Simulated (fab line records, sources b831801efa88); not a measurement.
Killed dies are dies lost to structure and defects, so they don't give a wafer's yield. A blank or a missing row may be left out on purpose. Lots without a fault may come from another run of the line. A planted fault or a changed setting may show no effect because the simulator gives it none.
fab line records | flow sky130
record lots=5 wafers=15 last_day=50
route steps=708 shown LDD_LDN@291 SPACER@304 POLY_CUT@307 SD_P@320
lots that met no fault: from a run of the same line without faults
start_h: hours from the record's first day to the start of the lot's first wafer shown | wait_h: hours since the lot's step before | " the same as in the row above | L1.1+2: a row that stands for several wafers | - no value, or no start given | * or withheld: withheld | < > ~ a bound
route shown NAME@n: a module of which the file shows steps, and the number in the route of the first | usual: mean/standard deviation of fault-free wafers | same: alike in all rows | chamber/n: place in a boat | sites: the reading at each site | _std_site: their standard deviation | _edge_site: outer sites' mean less inner sites' | radius_mm: how far each site lies from the wafer's centre | mask NAME#n: copy n | behind: the tool/chamber that last shaped the wafer | hold: why the lot was held/for how many hours/how that ended | device: the transistor (n, p or np) that didn't switch | end of line: the same wafers' tests at the end of the route | a step without rows: its recipe alone | killed: dies lost to structure and defects at the first sort, not the wafer's yield | map: a wafer's dies, x killed, . not, _ none there
set.NAME: the setting as run; set.NAME@STEP: as run at that earlier step | model.NAME: the simulator's own value behind a step, which no gauge read
lots at some steps of the route; a table a step, a row a wafer
services: from which hour (start_h, from the record's first day; less than 0 if before it) a tool's chamber was out of use, for how many hours, and why
## steps
# step SKY_LDD_LDN_COAT_02
# recipe resist=NOVOLAK spin_rpm=3000 resist_thk_nm=1148
# columns lot.wafer tool chamber start_h wait_h
L081.2+5+6 litho_track-01 0 568.12 0.1
L087.2+5+6 litho_track-01 0 650.47 0.1
L092.1+2+5 litho_track-02 0 656.52 0.1
L093.1+2+6 litho_track-01 0 664.54 0.1
L097.2+5+6 litho_track-01 0 694.52 0.1
# step SKY_LDD_LDN_SOFTBAKE_03
# recipe temp_c=90 time_s=60 resist=NOVOLAK
# columns lot.wafer tool chamber start_h wait_h
L081.2+5+6 litho_track-01 0 568.27 0.1
L087.2+5+6 litho_track-01 0 650.62 0.1
L092.1+2+5 litho_track-02 0 656.67 0.1
L093.1+2+6 litho_track-01 0 664.69 0.1
L097.2+5+6 litho_track-01 0 694.67 0.1
# step SKY_LDD_LDN_EXPOSE_04
# recipe mask_id=LDNTM na=0.6 source_shape=conventional sigma_outer=0.6 polarization=unpolarized target_cd_nm=700 dose_mj=140
# usual focus_offset_nm=0.0/0.55
# columns lot.wafer tool chamber start_h wait_h mask focus_offset_nm
L081.2 iline_stepper-01 0 - - LDNTM#0 0.2
L081.5 " 0 " " LDNTM#0 0.3
L081.6 " 0 " " LDNTM#0 0.6
L087.2 iline_stepper-02 0 - - LDNTM#0 -0.2
L087.5 " 0 " " LDNTM#0 0.5
L087.6 " 0 " " LDNTM#0 0.8
L092.1 iline_stepper-02 0 - - LDNTM#0 -0.9
L092.2 " 0 " " LDNTM#0 -0.2
L092.5 " 0 " " LDNTM#0 0.0
L093.1 iline_stepper-01 0 - - LDNTM#0 1.1
L093.2 " 0 " " LDNTM#0 0.8
L093.6 " 0 " " LDNTM#0 0.0
L097.2 iline_stepper-02 0 - - LDNTM#0 0.4
L097.5 " 0 " " LDNTM#0 1.1
L097.6 " 0 " " LDNTM#0 0.6
# step SKY_LDD_LDN_PEB_05
# recipe temp_c=withheld time_s=* resist=NOVOLAK
# columns lot.wafer tool chamber start_h wait_h
L081.2+5+6 litho_track-01 0 - -
L087.2+5+6 litho_track-02 0 - -
L092.1+2+5 litho_track-04 0 - -
L093.1+2+6 litho_track-04 0 - -
L097.2+5+6 litho_track-01 0 - -
# step SKY_LDD_LDN_DEVELOP_06
# recipe resist=NOVOLAK developer=TMAH develop_time_s=60 dev_temp_c=23
# columns lot.wafer tool chamber start_h wait_h
L081.2+5+6 litho_track-01 0 583.02 0.1
L087.2+5+6 litho_track-02 0 664.49 0.1
L092.1+2+5 litho_track-04 0 670.61 0.1
L093.1+2+6 litho_track-04 0 677.96 0.1
L097.2+5+6 litho_track-01 0 708.27 0.1
# step SKY_LDD_LDN_OVL_MEAS_07
# usual LDD_LDN_OVL=0.5/1.2
# columns lot.wafer tool chamber start_h wait_h LDD_LDN_OVL[nm]
L081.2 overlay-01 - 583.15 0.1 -1.6
L081.5 " - " " -0.9
L081.6 " - " " -1.0
L087.2 overlay-01 - 664.62 0.1 0.8
L087.5 " - " " 2.1
L087.6 " - " " 2.7
L092.1 overlay-01 - 670.76 0.1 -1.3
L092.2 " - " " 0.0
L092.5 " - " " -1.0
L093.1 overlay-02 - 678.11 0.1 2.5
L093.2 " - " " 2.0
L093.6 " - " " 2.5
L097.2 overlay-02 - 708.40 0.1 -0.1
L097.5 " - " " -1.7
L097.6 " - " " -1.7
# step SKY_LDD_LDN_IMPLANT_08
# recipe species=As energy_kev=15 dose_cm2=1.25e+13 tilt_deg=withheld rotation_deg=23
# usual rotation_deg=23.005/0.018
# columns lot.wafer tool chamber start_h wait_h rotation_deg
L081.2 implanter-01 0 583.20 0.0 23.019
L081.5 " 0 " " 23.002
L081.6 " 0 " " 23.011
L087.2 implanter-01 0 664.68 0.0 22.982
L087.5 " 0 " " 23.016
L087.6 " 0 " " 23.006
L092.1 implanter-04 0 670.80 0.0 22.988
L092.2 " 0 " " 23.020
L092.5 " 0 " " 22.969
L093.1 implanter-04 0 678.15 0.0 23.031
L093.2 " 0 " " 23.000
L093.6 " 0 " " 23.015
L097.2 implanter-01 0 708.45 0.0 22.999
L097.5 " 0 " " 22.979
L097.6 " 0 " " 22.997
# step SKY_LDD_LDN_IMPLANT_09
# recipe species=As energy_kev=15 dose_cm2=1.25e+13 tilt_deg=withheld rotation_deg=113
# usual rotation_deg=113.00/0.028
# columns lot.wafer tool chamber start_h wait_h rotation_deg
L081.2 implanter-01 0 583.35 0.1 113.02
L081.5 " 0 " " 112.98
L081.6 " 0 " " 112.95
L087.2 implanter-01 0 664.83 0.1 113.03
L087.5 " 0 " " 112.98
L087.6 " 0 " " 112.99
L092.1 implanter-04 0 670.95 0.1 112.99
L092.2 " 0 " " 112.99
L092.5 " 0 " " 113.02
L093.1 implanter-04 0 678.30 0.1 113.01
L093.2 " 0 " " 113.01
L093.6 " 0 " " 112.95
L097.2 implanter-01 0 708.60 0.1 113.02
L097.5 " 0 " " 113.01
L097.6 " 0 " " 112.97
# step SKY_LDD_LDN_IMPLANT_10
# recipe species=As energy_kev=15 dose_cm2=1.25e+13 tilt_deg=withheld rotation_deg=203
# usual rotation_deg=203.00/0.036
# columns lot.wafer tool chamber start_h wait_h rotation_deg
L081.2 implanter-01 0 583.50 0.1 202.96
L081.5 " 0 " " 203.04
L081.6 " 0 " " 203.02
L087.2 implanter-01 0 664.98 0.1 203.02
L087.5 " 0 " " 203.05
L087.6 " 0 " " 203.01
L092.1 implanter-04 0 671.10 0.1 203.01
L092.2 " 0 " " 202.96
L092.5 " 0 " " 203.03
L093.1 implanter-04 0 678.45 0.1 203.04
L093.2 " 0 " " 202.96
L093.6 " 0 " " 203.01
L097.2 implanter-01 0 708.75 0.1 203.00
L097.5 " 0 " " 202.95
L097.6 " 0 " " 203.05
# step SKY_LDD_LDN_IMPLANT_11
# recipe species=As energy_kev=15 dose_cm2=1.25e+13 tilt_deg=withheld rotation_deg=293
# usual rotation_deg=293.00/0.052
# columns lot.wafer tool chamber start_h wait_h rotation_deg
L081.2 implanter-01 0 583.65 0.1 293.01
L081.5 " 0 " " 292.91
L081.6 " 0 " " 293.00
L087.2 implanter-01 0 665.13 0.1 292.93
L087.5 " 0 " " 292.99
L087.6 " 0 " " 292.97
L092.1 implanter-04 0 671.25 0.1 293.10
L092.2 " 0 " " 293.01
L092.5 " 0 " " 292.98
L093.1 implanter-04 0 678.60 0.1 292.96
L093.2 " 0 " " 293.00
L093.6 " 0 " " 292.94
L097.2 implanter-01 0 708.90 0.1 293.04
L097.5 " 0 " " 292.99
L097.6 " 0 " " 293.04
# step SKY_LDD_LDN_STRIP_12
# recipe chemistry=O2/N2 power_w=1400 pressure_mtorr=1500 platen_temp_c=withheld o2_flow_sccm=3000 n2_flow_sccm=300 overash_fraction=0.5
# usual chamber_pressure_mTorr=1499.9/1.2 drypump_motor_current_A=5.75/0.25 oes_product_au=0.715/0.0045 strip_time_to_endpoint_s=14.259/0.028
# columns lot.wafer tool chamber start_h wait_h chamber_pressure_mTorr drypump_motor_current_A oes_product_au rf_hours_counter_h strip_time_to_endpoint_s
L081.2 plasma_asher-03 0 583.78 0.1 1497.9 5.79 0.715 48 14.256
L081.5 " 0 " " 1498.6 5.75 0.722 - 14.239
L081.6 " 1 " " 1500.4 5.40 0.721 - 14.263
L087.2 plasma_asher-04 1 665.25 0.1 1501.8 5.63 0.717 100 14.265
L087.5 " 0 " " 1500.2 5.76 0.719 - 14.274
L087.6 " 1 " " 1502.2 5.56 0.712 - 14.226
L092.1 plasma_asher-03 0 671.40 0.1 1500.3 5.80 0.718 57 14.243
L092.2 " 1 " " 1499.8 5.41 0.720 57 14.237
L092.5 " 0 " " 1499.5 5.78 0.720 - 14.271
L093.1 plasma_asher-02 0 678.75 0.1 1502.3 5.67 0.706 24 14.286
L093.2 " 1 " " 1501.5 6.09 0.720 24 14.272
L093.6 " 1 " " 1497.5 6.12 0.710 - 14.306
L097.2 plasma_asher-02 1 709.03 0.1 1497.5 6.09 0.712 27 14.267
L097.5 " 0 " " 1501.0 5.68 0.715 - 14.237
L097.6 " 1 " " 1499.8 6.10 0.720 - 14.235
# step SKY_LDD_LDN_TW_MEAS_13
# usual LDD_LDN_TW=1488/10
# columns lot.wafer tool chamber start_h wait_h LDD_LDN_TW
L081.2 film_metro-01 - 583.89 0.1 1478
L081.5 " - " " 1482
L081.6 " - " " 1475
L087.2 film_metro-04 - 665.36 0.1 1489
L087.5 " - " " 1480
L087.6 " - " " 1485
L092.1 film_metro-04 - 671.50 0.1 1484
L092.2 " - " " 1484
L092.5 " - " " 1486
L093.1 film_metro-02 - 678.85 0.1 1500
L093.2 " - " " 1501
L093.6 " - " " 1496
L097.2 film_metro-04 - 709.14 0.1 1488
L097.5 " - " " 1487
L097.6 " - " " 1484
# step SKY_LDD_LDN_CLEAN_14
# recipe chemistry=SC1/SC2 mix=1:4:20 temp_c=70 time_s=150 dry=n2_spin
# columns lot.wafer tool chamber start_h wait_h
L081.2+5+6 wet_bench-02 2 583.94 0.0
L087.2+5+6 wet_bench-03 2 665.41 0.0
L092.1+2+5 wet_bench-04 3 671.56 0.1
L093.1+2+6 wet_bench-02 3 678.91 0.1
L097.2+5+6 wet_bench-02 0 709.19 0.0
# step SKY_SPACER_CVD_00
# recipe material=Si3N4 precursor=DCS/NH3 target_thk_nm=43.1 temp_c=770 time_s=740 pressure_mtorr=250
# usual spike_tc_centre_C=769.6/0.96 zone_power_bottom_pct=21.6/1.1
# columns lot.wafer tool chamber start_h wait_h spike_tc_centre_C zone_power_bottom_pct
L081.2 lpcvd-02 0 584.37 0.4 769.8 20.8
L081.5 " 0 " " 769.8 20.9
L081.6 " 0 " " 770.3 20.6
L087.2 lpcvd-02 0 666.34 0.8 771.0 20.9
L087.5 " 0 " " 770.4 20.9
L087.6 " 0 " " 770.3 20.3
L092.1 lpcvd-02 1 671.61 0.0 768.8 22.8
L092.2 " 1 " " 768.0 22.9
L092.5 " 1 " " 768.9 23.1
L093.1 lpcvd-02 0 678.96 0.0 768.0 20.7
L093.2 " 0 " " 770.6 21.2
L093.6 " 0 " " 769.0 20.5
L097.2 lpcvd-02 1 710.00 0.8 770.4 23.0
L097.5 " 1 " " 768.8 23.4
L097.6 " 1 " " 770.3 22.6
# step SKY_SPACER_THK_MEAS_01
# recipe reads=Si3N4_of_SPACER_CVD_00
# usual SPACER_CVD_00_THK=43.0/0.39
# columns lot.wafer tool chamber start_h wait_h SPACER_CVD_00_THK[nm]
L081.2 film_metro-04 - 585.58 0.0 43.2
L081.5 " - " " 43.3
L081.6 " - " " 43.3
L087.2 film_metro-03 - 667.56 0.0 43.1
L087.5 " - " " 42.7
L087.6 " - " " 42.6
L092.1 film_metro-03 - 672.81 0.0 43.1
L092.2 " - " " 43.0
L092.5 " - " " 43.5
L093.1 film_metro-03 - 680.16 0.0 42.8
L093.2 " - " " 43.3
L093.6 " - " " 43.0
L097.2 film_metro-03 - 711.21 0.0 42.5
L097.5 " - " " 42.5
L097.6 " - " " 42.3
# step SKY_SPACER_ETCHBACK_02
# recipe chemistry=CH3F/O2 target=Si3N4 stop_on=SiO2 source_w=400 bias_w=80 pressure_mtorr=25 ch3f_flow_sccm=40 O2_flow_sccm=30 time_s=46.7 target_depth_a=450
# usual chamber_pressure_mTorr=25.001/0.025 drypump_motor_current_A=5.8/0.33 oes_product_au=0.853/0.0066 throttle_valve_pct=10.563/0.0092
# columns lot.wafer tool chamber start_h wait_h chamber_pressure_mTorr drypump_motor_current_A oes_product_au rf_hours_counter_h throttle_valve_pct
L081.2 rie_diel-02 1 585.63 0.0 24.990 6.2 0.856 10 10.552
L081.5 " 2 " " 25.008 5.5 0.855 - 10.551
L081.6 " 1 " " 25.027 6.1 0.860 - 10.553
L087.2 rie_diel-04 0 667.61 0.0 24.999 5.1 0.860 12 10.571
L087.5 " 1 " " 25.031 5.9 0.850 - 10.560
L087.6 " 0 " " 24.978 5.1 0.845 - 10.546
L092.1 rie_diel-02 2 672.87 0.1 24.992 5.4 0.864 14 10.557
L092.2 " 0 " " 25.043 5.8 0.851 5 10.569
L092.5 " 1 " " 25.031 6.1 0.857 - 10.575
L093.1 rie_diel-02 3 680.22 0.1 25.022 5.8 0.857 6 10.541
L093.2 " 1 " " 25.003 6.1 0.848 12 10.569
L093.6 " 0 " " 24.987 5.8 0.849 - 10.562
L097.2 rie_diel-04 3 711.26 0.0 24.978 6.5 0.847 6 10.569
L097.5 " 3 " " 24.990 6.5 0.849 - 10.564
L097.6 " 0 " " 24.985 5.0 0.847 - 10.569
# step SKY_POLY_CUT_DEHYDRATE_00
# recipe temp_c=200 time_s=60
# columns lot.wafer tool chamber start_h wait_h
L081.2+5+6 litho_track-01 0 599.52 13.9
L087.2+5+6 litho_track-01 0 680.37 12.7
L092.1+2+5 litho_track-04 0 685.86 13.0
L093.1+2+6 litho_track-01 0 693.39 13.1
L097.2+5+6 litho_track-03 0 724.82 13.5
# step SKY_POLY_CUT_HMDS_01
# recipe prime_time_s=60 prime_temp_c=120
# columns lot.wafer tool chamber start_h wait_h
L081.2+5+6 litho_track-01 0 599.67 0.1
L087.2+5+6 litho_track-01 0 680.52 0.1
L092.1+2+5 litho_track-04 0 686.01 0.1
L093.1+2+6 litho_track-01 0 693.54 0.1
L097.2+5+6 litho_track-03 0 724.97 0.1
# step SKY_POLY_CUT_COAT_02
# recipe resist=BARC temp_c=withheld time_s=withheld spin_rpm=3000 resist_thk_nm=60
# columns lot.wafer tool chamber start_h wait_h
L081.2+5+6 litho_track-01 0 599.82 0.1
L087.2+5+6 litho_track-01 0 680.67 0.1
L092.1+2+5 litho_track-04 0 686.16 0.1
L093.1+2+6 litho_track-01 0 693.69 0.1
L097.2+5+6 litho_track-03 0 725.12 0.1
# step SKY_POLY_CUT_COAT_03
# recipe resist=KrF-thick spin_rpm=3000 resist_thk_nm=450
# columns lot.wafer tool chamber start_h wait_h
L081.2+5+6 litho_track-01 0 - -
L087.2+5+6 litho_track-01 0 - -
L092.1+2+5 litho_track-04 0 - -
L093.1+2+6 litho_track-01 0 - -
L097.2+5+6 litho_track-03 0 - -
# step SKY_POLY_CUT_SOFTBAKE_04
# recipe temp_c=100 time_s=90 resist=KrF-thick
# columns lot.wafer tool chamber start_h wait_h
L081.2+5+6 litho_track-01 0 - -
L087.2+5+6 litho_track-01 0 - -
L092.1+2+5 litho_track-04 0 - -
L093.1+2+6 litho_track-01 0 - -
L097.2+5+6 litho_track-03 0 - -
# step SKY_POLY_CUT_EXPOSE_05
# recipe mask_id=NPCM na=0.8 source_shape=annular sigma_inner=0.55 sigma_outer=0.85 target_cd_nm=270 dose_mj=32
# usual focus_offset_nm=0.0/0.47
# columns lot.wafer tool chamber start_h wait_h mask focus_offset_nm
L081.2 krf_scanner-01 0 - - NPCM#0 -0.1
L081.5 " 0 " " NPCM#0 0.9
L081.6 " 0 " " NPCM#0 0.0
L087.2 krf_scanner-01 0 - - NPCM#0 0.3
L087.5 " 0 " " NPCM#0 0.3
L087.6 " 0 " " NPCM#0 0.6
L092.1 krf_scanner-01 0 - - NPCM#0 0.2
L092.2 " 0 " " NPCM#0 -0.1
L092.5 " 0 " " NPCM#0 0.2
L093.1 krf_scanner-01 0 - - NPCM#0 -0.6
L093.2 " 0 " " NPCM#0 0.1
L093.6 " 0 " " NPCM#0 -0.2
L097.2 krf_scanner-02 0 - - NPCM#0 -0.1
L097.5 " 0 " " NPCM#0 -0.6
L097.6 " 0 " " NPCM#0 0.5
# step SKY_POLY_CUT_PEB_06
# recipe peb_temp_c=withheld peb_time_s=withheld resist=KrF-thick
# columns lot.wafer tool chamber start_h wait_h
L081.2+5+6 litho_track-04 0 - -
L087.2+5+6 litho_track-03 0 - -
L092.1+2+5 litho_track-01 0 - -
L093.1+2+6 litho_track-01 0 - -
L097.2+5+6 litho_track-04 0 - -
# step SKY_POLY_CUT_DEVELOP_07
# recipe develop_time_s=60 resist=KrF-thick dev_temp_c=21
# columns lot.wafer tool chamber start_h wait_h
L081.2+5+6 litho_track-04 0 - -
L087.2+5+6 litho_track-03 0 - -
L092.1+2+5 litho_track-01 0 - -
L093.1+2+6 litho_track-01 0 - -
L097.2+5+6 litho_track-04 0 - -
# step SKY_POLY_CUT_CD_MEAS_08
# recipe target_cd_nm=270
# usual cd_nm=269.9/1.4
# columns lot.wafer tool chamber start_h wait_h cd_nm
L081.2 cd_sem-01 - 615.13 - 271.3
L081.5 " - " " 271.3
L081.6 " - " " 270.4
L087.2 cd_sem-01 - 695.12 - 270.4
L087.5 " - " " 269.8
L087.6 " - " " 270.4
L092.1 cd_sem-01 - 700.04 - 269.8
L092.2 " - " " 269.5
L092.5 " - " " 270.0
L093.1 cd_sem-01 - 708.09 - 272.1
L093.2 " - " " 272.7
L093.6 " - " " 274.7
L097.2 cd_sem-02 - 739.38 - 267.6
L097.5 " - " " 269.0
L097.6 " - " " 269.4
# step SKY_POLY_CUT_OVL_MEAS_09
# usual POLY_CUT_OVL=1/6.3
# columns lot.wafer tool chamber start_h wait_h POLY_CUT_OVL[nm]
L081.2 overlay-01 - 615.24 0.1 0
L081.5 " - " " 4
L081.6 " - " " 0
L087.2 overlay-02 - 695.23 0.1 9
L087.5 " - " " 8
L087.6 " - " " 8
L092.1 overlay-01 - 700.16 0.1 -3
L092.2 " - " " 8
L092.5 " - " " 0
L093.1 overlay-02 - 708.21 0.1 0
L093.2 " - " " -8
L093.6 " - " " -1
L097.2 overlay-01 - 739.49 0.1 4
L097.5 " - " " 8
L097.6 " - " " 1
# step SKY_POLY_CUT_ETCH_10
# recipe chemistry=N2/H2 target=BARC ion_energy_ev=200 source_w=500 bias_w=100 pressure_mtorr=30 n2_flow_sccm=100 h2_flow_sccm=200 stop_on=SiO2 time_s=45.9 target_depth_a=600
# usual chamber_pressure_mTorr=29.996/0.028 drypump_motor_current_A=5.9/0.5 oes_product_au=0.854/0.0045 throttle_valve_pct=13.226/0.0095
# columns lot.wafer tool chamber start_h wait_h chamber_pressure_mTorr drypump_motor_current_A oes_product_au rf_hours_counter_h throttle_valve_pct
L081.2 rie_diel-03 0 615.27 0.0 29.983 6.4 0.861 11 13.225
L081.5 " 0 " " 30.019 6.4 0.854 - 13.216
L081.6 " 3 " " 29.965 6.3 0.851 - 13.235
L087.2 rie_diel-01 2 695.26 0.0 29.982 5.9 0.850 22 13.228
L087.5 " 3 " " 30.043 6.1 0.853 - 13.218
L087.6 " 0 " " 30.011 5.7 0.847 - 13.234
L092.1 rie_diel-01 1 700.20 0.0 29.959 5.5 0.852 10 13.224
L092.2 " 0 " " 30.011 5.7 0.852 9 13.232
L092.5 " 2 " " 29.960 5.9 0.859 - 13.218
L093.1 rie_diel-04 1 708.25 0.0 29.996 5.9 0.862 15 13.240
L093.2 " 0 " " 29.963 5.1 0.851 12 13.230
L093.6 " 3 " " 30.000 6.5 0.856 - 13.233
L097.2 rie_diel-01 1 739.52 0.0 30.001 5.4 0.857 11 13.220
L097.5 " 3 " " 29.992 6.1 0.858 - 13.233
L097.6 " 0 " " 30.008 5.7 0.857 - 13.200
# step SKY_POLY_CUT_ETCH_11
# recipe target=Si3N4 chemistry=CF4/CH2F2/Ar stop_on=poly-Si source_w=600 bias_w=150 pressure_mtorr=40 cf4_flow_sccm=40 ch2f2_flow_sccm=20 Ar_flow_sccm=150 time_s=42.5 target_depth_a=600
# usual chamber_pressure_mTorr=40.00/0.035 drypump_motor_current_A=5.9/0.5 oes_product_au=0.832/0.0068 throttle_valve_pct=14.995/0.009
# columns lot.wafer tool chamber start_h wait_h chamber_pressure_mTorr drypump_motor_current_A oes_product_au rf_hours_counter_h throttle_valve_pct
L081.2 rie_diel-03 0 615.31 0.0 39.99 6.4 0.829 11 14.994
L081.5 " 0 " " 40.00 6.4 0.826 - 15.007
L081.6 " 3 " " 40.06 6.4 0.833 - 14.991
L087.2 rie_diel-01 2 695.30 0.0 39.99 5.9 0.826 22 14.984
L087.5 " 3 " " 40.01 6.1 0.833 - 14.994
L087.6 " 0 " " 39.97 5.7 0.829 - 14.994
L092.1 rie_diel-01 1 700.24 0.0 40.00 5.4 0.833 10 14.988
L092.2 " 0 " " 40.04 5.7 0.834 9 14.975
L092.5 " 2 " " 40.04 6.0 0.832 - 15.001
L093.1 rie_diel-04 1 708.29 0.0 39.96 5.9 0.830 15 14.997
L093.2 " 0 " " 40.05 5.1 0.833 12 15.005
L093.6 " 3 " " 40.04 6.5 0.834 - 14.996
L097.2 rie_diel-01 1 739.56 0.0 39.93 5.5 0.839 11 15.009
L097.5 " 3 " " 39.99 6.1 0.833 - 14.997
L097.6 " 0 " " 39.99 5.7 0.837 - 14.984
# step SKY_POLY_CUT_STRIP_12
# recipe chemistry=O2/N2 power_w=1400 pressure_mtorr=1500 platen_temp_c=withheld o2_flow_sccm=3000 n2_flow_sccm=300 overash_fraction=0.5
# usual chamber_pressure_mTorr=1499.8/1.4 drypump_motor_current_A=5.6/0.37 oes_product_au=0.452/0.0045 strip_time_to_endpoint_s=5.347/0.017
# columns lot.wafer tool chamber start_h wait_h chamber_pressure_mTorr drypump_motor_current_A oes_product_au rf_hours_counter_h strip_time_to_endpoint_s
L081.2 plasma_asher-03 0 615.35 0.0 1499.8 5.8 0.459 51 5.343
L081.5 " 1 " " 1499.8 5.4 0.450 - 5.342
L081.6 " 0 " " 1499.1 5.8 0.450 - 5.335
L087.2 plasma_asher-02 0 695.34 0.0 1499.2 5.7 0.446 25 5.339
L087.5 " 1 " " 1497.8 6.1 0.458 - 5.349
L087.6 " 0 " " 1500.9 5.7 0.452 - 5.343
L092.1 plasma_asher-01 1 700.28 0.0 1500.6 5.1 0.445 85 5.331
L092.2 " 0 " " 1499.2 5.1 0.451 85 5.335
L092.5 " 0 " " 1498.2 5.1 0.443 - 5.329
L093.1 plasma_asher-02 0 708.33 0.0 1499.2 5.7 0.449 26 5.330
L093.2 " 1 " " 1496.9 6.1 0.450 26 5.330
L093.6 " 0 " " 1499.4 5.7 0.447 - 5.341
L097.2 plasma_asher-02 0 739.60 0.0 1500.7 5.7 0.450 30 5.379
L097.5 " 1 " " 1498.5 6.1 0.458 - 5.380
L097.6 " 0 " " 1498.1 5.7 0.445 - 5.372
# step SKY_SD_P_DEHYDRATE_00
# recipe temp_c=200 time_s=60
# columns lot.wafer tool chamber start_h wait_h
L081.2+5+6 litho_track-04 0 628.34 13.0
L087.2+5+6 litho_track-03 0 708.52 13.2
L092.1+2+5 litho_track-03 0 712.80 12.5
L093.1+2+6 litho_track-03 0 722.05 13.7
L097.2+5+6 litho_track-04 0 752.39 12.8
# step SKY_SD_P_HMDS_01
# recipe prime_time_s=60 prime_temp_c=120
# columns lot.wafer tool chamber start_h wait_h
L081.2+5+6 litho_track-04 0 628.49 0.1
L087.2+5+6 litho_track-03 0 708.67 0.1
L092.1+2+5 litho_track-03 0 712.95 0.1
L093.1+2+6 litho_track-03 0 722.20 0.1
L097.2+5+6 litho_track-04 0 752.54 0.1
# step SKY_SD_P_COAT_02
# recipe resist=NOVOLAK spin_rpm=3000 resist_thk_nm=1140
# columns lot.wafer tool chamber start_h wait_h
L081.2+5+6 litho_track-04 0 628.64 0.1
L087.2+5+6 litho_track-03 0 708.82 0.1
L092.1+2+5 litho_track-03 0 713.10 0.1
L093.1+2+6 litho_track-03 0 722.35 0.1
L097.2+5+6 litho_track-04 0 752.69 0.1
# step SKY_SD_P_SOFTBAKE_03
# recipe temp_c=90 time_s=60 resist=NOVOLAK
# columns lot.wafer tool chamber start_h wait_h
L081.2+5+6 litho_track-04 0 628.79 0.1
L087.2+5+6 litho_track-03 0 708.97 0.1
L092.1+2+5 litho_track-03 0 713.25 0.1
L093.1+2+6 litho_track-03 0 722.50 0.1
L097.2+5+6 litho_track-04 0 752.84 0.1
# step SKY_SD_P_EXPOSE_04
# recipe mask_id=PSDM na=0.6 source_shape=conventional sigma_outer=0.6 polarization=unpolarized target_cd_nm=380 dose_mj=138
# usual focus_offset_nm=0.0/0.55
# columns lot.wafer tool chamber start_h wait_h mask focus_offset_nm
L081.2 iline_stepper-01 0 - - PSDM#0 -0.1
L081.5 " 0 " " PSDM#0 0.0
L081.6 " 0 " " PSDM#0 0.5
L087.2 iline_stepper-01 0 - - PSDM#0 -0.3
L087.5 " 0 " " PSDM#0 0.5
L087.6 " 0 " " PSDM#0 -0.7
L092.1 iline_stepper-01 0 - - PSDM#0 0.5
L092.2 " 0 " " PSDM#0 -0.2
L092.5 " 0 " " PSDM#0 0.0
L093.1 iline_stepper-02 0 - - PSDM#0 -0.5
L093.2 " 0 " " PSDM#0 0.1
L093.6 " 0 " " PSDM#0 0.5
L097.2 iline_stepper-01 0 - - PSDM#0 -0.6
L097.5 " 0 " " PSDM#0 -0.8
L097.6 " 0 " " PSDM#0 -0.7
# step SKY_SD_P_PEB_05
# recipe temp_c=withheld time_s=* resist=NOVOLAK
# columns lot.wafer tool chamber start_h wait_h
L081.2+5+6 litho_track-03 0 - -
L087.2+5+6 litho_track-02 0 - -
L092.1+2+5 litho_track-02 0 - -
L093.1+2+6 litho_track-03 0 - -
L097.2+5+6 litho_track-02 0 - -
# step SKY_SD_P_DEVELOP_06
# recipe resist=NOVOLAK developer=TMAH develop_time_s=60 dev_temp_c=23
# columns lot.wafer tool chamber start_h wait_h
L081.2+5+6 litho_track-03 0 643.02 0.1
L087.2+5+6 litho_track-02 0 722.69 0.1
L092.1+2+5 litho_track-02 0 726.87 0.1
L093.1+2+6 litho_track-03 0 736.50 0.1
L097.2+5+6 litho_track-02 0 765.84 0.1
# step SKY_SD_P_CD_MEAS_07
# recipe target_cd_nm=380
# usual cd_nm=379.7/2.6
# columns lot.wafer tool chamber start_h wait_h cd_nm
L081.2 cd_sem-02 - 643.17 0.1 380.2
L081.5 " - " " 382.4
L081.6 " - " " 383.8
L087.2 cd_sem-02 - 722.91 0.2 379.0
L087.5 " - " " 380.7
L087.6 " - " " 380.0
L092.1 cd_sem-01 - 727.02 0.1 376.7
L092.2 " - " " 377.4
L092.5 " - " " 374.0
L093.1 cd_sem-02 - 736.65 0.1 382.6
L093.2 " - " " 384.1
L093.6 " - " " 378.4
L097.2 cd_sem-02 - 765.99 0.1 375.9
L097.5 " - " " 378.3
L097.6 " - " " 378.3
# step SKY_SD_P_OVL_MEAS_08
# usual SD_P_OVL=-0.1/1.7
# columns lot.wafer tool chamber start_h wait_h SD_P_OVL[nm]
L081.2 overlay-02 - 643.28 0.1 -2.1
L081.5 " - " " -2.2
L081.6 " - " " -0.6
L087.2 overlay-01 - 723.02 0.1 -1.0
L087.5 " - " " -1.0
L087.6 " - " " -0.9
L092.1 overlay-01 - 727.14 0.1 -0.6
L092.2 " - " " -1.1
L092.5 " - " " 0.8
L093.1 overlay-01 - 736.77 0.1 -0.7
L093.2 " - " " -2.2
L093.6 " - " " -2.1
L097.2 overlay-01 - 766.09 0.1 -1.3
L097.5 " - " " -1.1
L097.6 " - " " -0.7
# step SKY_SD_P_IMPLANT_09
# recipe species=BF2 energy_kev=20.16 dose_cm2=3e+15 tilt_deg=0
# columns lot.wafer tool chamber start_h wait_h
L081.2+5+6 implanter-01 0 643.33 0.0
L087.2+5+6 implanter-01 0 723.07 0.0
L092.1+2+5 implanter-02 0 727.17 0.0
L093.1+2+6 implanter-03 0 736.81 0.0
L097.2+5+6 implanter-02 0 766.15 0.0
## services
# columns tool chamber start_h hours kind
iline_stepper-01 - 558.06 1.7 pm
plasma_asher-02 - 563.22 1.4 repair
implanter-04 - 566.57 4.7 pm
rie_diel-01 - 571.13 2.8 pm
lpcvd-02 - 601.54 2.3 repair
implanter-04 - 602.34 1.5 pm
rie_diel-01 0 616.98 6.7 repair
rie_diel-01 2 620.37 14.7 repair
rie_diel-04 0 621.97 34.4 repair
rie_diel-01 1 622.28 12.4 repair
implanter-04 - 627.17 5.0 repair
implanter-01 - 628.32 2.3 repair
iline_stepper-01 - 636.82 9.0 repair
rie_diel-01 3 641.04 38.2 repair
rie_diel-01 1 644.74 8.7 repair
rie_diel-01 0 645.89 9.9 repair
plasma_asher-02 - 665.99 4.9 repair
implanter-01 - 711.31 3.8 pm
implanter-01 - 715.73 1.3 repair
rie_diel-01 2 718.29 31.3 repair
iline_stepper-01 - 720.07 14.7 repair
implanter-01 - 752.59 4.0 repair
implanter-01 - 757.69 3.0 repair
implanter-01 - 763.91 16.8 repair
## key
fault none
